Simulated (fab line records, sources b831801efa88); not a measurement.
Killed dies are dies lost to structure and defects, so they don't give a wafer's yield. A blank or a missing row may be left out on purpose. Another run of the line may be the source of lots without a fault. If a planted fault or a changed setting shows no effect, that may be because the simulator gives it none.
The tool behind it: which one? / flow sky130 / 7 lots (21 wafers sampled), 1 step of a 708-step route

## WHAT THE GAUGES READ, wafer by wafer
SKY_METAL4_OVL_MEAS_14.
lot=L586; measured=day 41 20:01; on=overlay-01; METAL4_OVL (nm)=-1 2 -2
lot=L588; measured=day 42 14:28; on=overlay-01; METAL4_OVL (nm)=-1 4 -1
lot=L591; measured=day 43 13:07; on=overlay-02; METAL4_OVL (nm)=7 7 9
lot=L594; measured=day 44 18:16; on=overlay-01; METAL4_OVL (nm)=8 3 -2
lot=L597; measured=day 45 04:10; on=overlay-02; METAL4_OVL (nm)=-5 -1 -7
lot=L600; measured=day 45 17:46; on=overlay-01; METAL4_OVL (nm)=8 3 0
lot=L602; measured=day 46 07:22; on=overlay-01; METAL4_OVL (nm)=-3 -7 -9

## TOOL THAT RAN EACH LOT (tool first, then ch and the chambers of the sampled wafers, then the start)
The record holds no process step before these readings.

## THE ANSWER, worked out from the rows above alone
Rule: what is usual is taken from the lots themselves. Put in order of their means at a reading, lots are off if they are a third of the lots or fewer, leave a main group of 4 or more, and stand apart from it by a gap of 3 or more times the standard deviation of the main group's means; of several such gaps the widest counts. Not used: any main group whose means are identical at the precision the tables above print for the reading. A lot without any number at a reading at which 4 lots or more have one is off too. Where the step has rows for the other lots, those lots are counted as sound.
No lot is off at any reading shown: from this, nothing can be told.

## WHAT WAS PUT IN BY THE SIMULATOR
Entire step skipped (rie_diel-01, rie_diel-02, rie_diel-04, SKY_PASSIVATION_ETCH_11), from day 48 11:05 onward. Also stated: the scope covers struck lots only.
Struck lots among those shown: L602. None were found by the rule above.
